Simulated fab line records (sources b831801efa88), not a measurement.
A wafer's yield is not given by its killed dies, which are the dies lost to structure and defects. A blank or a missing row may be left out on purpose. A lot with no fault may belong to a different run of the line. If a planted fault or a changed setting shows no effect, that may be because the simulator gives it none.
Lot-split experiment -- flow gf180mcu -- 23 wafers read across 5 lots, on a route 602 steps long

== ON THE SPLIT ==
At GF_VT_IMPLANT_IMPLANT_41, the setting energy_kev was moved away from the recipe's 70 on 6 of the 23 wafers read, by -3.7% to +3.9%. All remaining wafers had this setting at the recipe value.

The reading is taken at the split's own step.

== THE READING ==
implant.drp_nm (the simulator's own value, which no gauge read), in nm, at GF_VT_IMPLANT_IMPLANT_41. No usual value for it is given in the file.

wafer,"tool, chamber at the split",energy_kev as run,against the recipe,"implant.drp_nm, nm",against lot-mates on the recipe
L074.1,"implanter-03, 0",70,recipe,18.17,-
L074.3,"implanter-03, 0",70,recipe,18.17,-
L074.4,"implanter-03, 0",70,recipe,18.17,-
L074.5,"implanter-03, 0",70,recipe,18.17,-
L074.6,"implanter-03, 0",70,recipe,18.17,-
L076.1,"implanter-04, 0",70,recipe,18.17,-
L076.2,"implanter-04, 0",70,recipe,18.17,-
L076.3,"implanter-04, 0",70,recipe,18.17,-
L076.5,"implanter-04, 0",72.76,+3.9%,18.73,+0.56
L076.6,"implanter-04, 0",72.76,+3.9%,18.73,+0.56
L078.1,"implanter-04, 0",67.38,-3.7%,17.65,-0.52
L078.4,"implanter-04, 0",67.38,-3.7%,17.65,-0.52
L078.2,"implanter-04, 0",70,recipe,18.17,-
L078.3,"implanter-04, 0",70,recipe,18.17,-
L078.5,"implanter-04, 0",70,recipe,18.17,-
L079.1,"implanter-04, 0",70,recipe,18.17,-
L079.4,"implanter-04, 0",70,recipe,18.17,-
L079.6,"implanter-04, 0",70,recipe,18.17,-
L085.1,"implanter-03, 0",70,recipe,18.17,-
L085.4,"implanter-03, 0",70,recipe,18.17,-
L085.6,"implanter-03, 0",70,recipe,18.17,-
L085.2,"implanter-03, 0",67.76,-3.2%,17.73,-0.44
L085.3,"implanter-03, 0",67.76,-3.2%,17.73,-0.44

FIT RESULTS
A straight line over all 23 wafers: implant.drp_nm changes by +0.14 nm for each +1% of energy_kev; r = +1.00; the points scatter about the line by 0.0032 nm.
The same after taking each lot's own level away (the mean of its wafers on the recipe; 23 wafers): +0.14 nm for each +1%; r = +1.00; scatter 0.0032 nm.
The reading moves by 0.55 nm for the largest change in energy_kev, on that fit.
The lots' own levels span 18.170 to 18.170 nm.
So the lot-to-lot level changes the slope little: the two slopes agree.
Check: with one of the wafers moved furthest among these (+3.9%) left out of the fit, the line predicts +0.551 nm for it against its lot-mates. It came out at +0.56 nm against them.

== OTHER SPLITS APPLIED TO THESE WAFERS ==
Other splits were also applied to these wafers ahead of the reading. Each is held against what the fit with the lots' levels taken away leaves over:
other split on the same wafers,wafers away from the commonest value,r with implant.drp_nm (lot level and that fit taken away)
GF_NWELL_COAT_02 spin_rpm,6,-0.08
GF_MVPSD_STRIP_10 pressure_mtorr,15,+0.09

== THE WHOLE CHAIN: every reading that the file lists as answering this split, in the file's order ==
step,what it does,reading,change (the file's fit),r (the file's)
GF_VT_IMPLANT_IMPLANT_41,,"implant.rp_nm (the simulator's own value, which no gauge read)",+0.357 nm for each +1% of the setting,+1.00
GF_VT_IMPLANT_IMPLANT_41,,"implant.drp_nm (the simulator's own value, which no gauge read)",+0.14 nm for each +1% of the setting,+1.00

== FILE'S OWN FIT ==
implant.drp_nm changes by +0.14 nm for each +1% of energy_kev, r = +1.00.
